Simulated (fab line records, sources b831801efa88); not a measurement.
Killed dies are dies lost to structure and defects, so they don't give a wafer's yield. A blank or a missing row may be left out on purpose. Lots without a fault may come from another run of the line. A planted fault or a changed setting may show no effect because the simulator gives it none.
Chamber matching | flow sky130 | SKY_VIA4_CMP_21 on cmp-01: 4 sister chambers
The step polishes, stops on SiO2, t overpolish 25 s, target thk 0 nm. 20 wafers are shown with their chamber, then 10 later ones without.

WAFERS WITH THEIR CHAMBER
wafer  | chamber | motor_current_A (A) | edge_zone_pressure_frac | time_to_endpoint_s (s)
L074.1 | 3       | 10.9                | 1.002                   | 115
L074.2 | 1       | 11.1                | 0.990                   | 119
L074.3 | 0       | 9.5                 | 0.997                   | 123
L077.1 | 3       | 11.7                | 1.007                   | 120
L077.3 | 0       | 9.4                 | 1.002                   | 122
L077.4 | 1       | 11.0                | 0.995                   | 118
L079.1 | 2       | 9.8                 | 1.003                   | 114
L079.4 | 0       | 9.1                 | 1.002                   | 119
L079.5 | 2       | 10.3                | 0.998                   | 118
L082.2 | 0       | 9.2                 | 1.005                   | 120
L082.3 | 3       | 11.0                | 0.995                   | 117
L082.4 | 2       | 10.2                | 1.003                   | 120
L084.1 | 2       | 9.9                 | 0.999                   | 119
L084.3 | 3       | 10.8                | 0.991                   | 114
L084.6 | 3       | 10.8                | 0.998                   | 114
L087.1 | 0       | 9.5                 | 0.995                   | 120
L087.3 | 3       | 11.4                | 1.004                   | 120
L087.4 | 1       | 11.1                | 0.982                   | 117
L088.1 | 3       | 11.3                | 1.004                   | 117
L088.4 | 2       | 10.4                | 0.999                   | 119

SIGNATURES (means of the wafers above)
reading                 | chamber 0 | chamber 1 | chamber 2 | chamber 3 | scatter within a chamber
motor_current_A         | 9.340     | 11.067    | 10.120    | 11.129    | 0.265
edge_zone_pressure_frac | 1.00020   | 0.98900   | 1.00040   | 1.00014   | 0.00481
time_to_endpoint_s      | 120.80    | 118.00    | 118.00    | 116.71    | 2.15
Rule: a wafer's distance from a chamber is the root of the sum, over the readings, of the square of ((its reading less the chamber's mean) divided by the reading's scatter). The wafer belongs to the nearest chamber; if the next one is less than 2 further off, it can't be placed. The scatter: the root of (the sum of the squares of (reading less its chamber's mean) over the shown wafers, divided by (wafers less chambers)).

WAFERS WITHOUT THEIR CHAMBER
wafer  | motor_current_A (A) | edge_zone_pressure_frac | time_to_endpoint_s (s)
L088.6 | 11.8                | 1.005                   | 117
L090.1 | 9.4                 | 1.004                   | 123
L090.5 | 11.1                | 0.997                   | 120
L090.6 | 10.1                | 1.001                   | 126
L094.2 | 10.3                | 0.988                   | 127
L094.3 | 9.2                 | 1.005                   | 126
L094.4 | 11.6                | 1.002                   | 122
L095.2 | 10.4                | 1.001                   | 121
L095.3 | 9.3                 | 1.005                   | 124
L095.4 | 11.4                | 0.998                   | 118

WHICH CHAMBER EACH WENT THROUGH
wafer  | from the rows above               | in truth
L088.6 | can't be placed: 3 or 1           | 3
L090.1 | 0                                 | 0
L090.5 | can't be placed: 3 or 1           | 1
L090.6 | can't be placed: 2 or 0           | 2
L094.2 | can't be placed: 2 or 1 or 0 or 3 | 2
L094.3 | 0                                 | 0
L094.4 | can't be placed: 3 or 1           | 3
L095.2 | can't be placed: 2 or 3           | 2
L095.3 | 0                                 | 0
L095.4 | can't be placed: 3 or 1           | 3
Placed correctly: 3 of 10. Can't be placed from these rows: 7 (the true chamber is among the candidates in 7). Placed wrongly: 0.
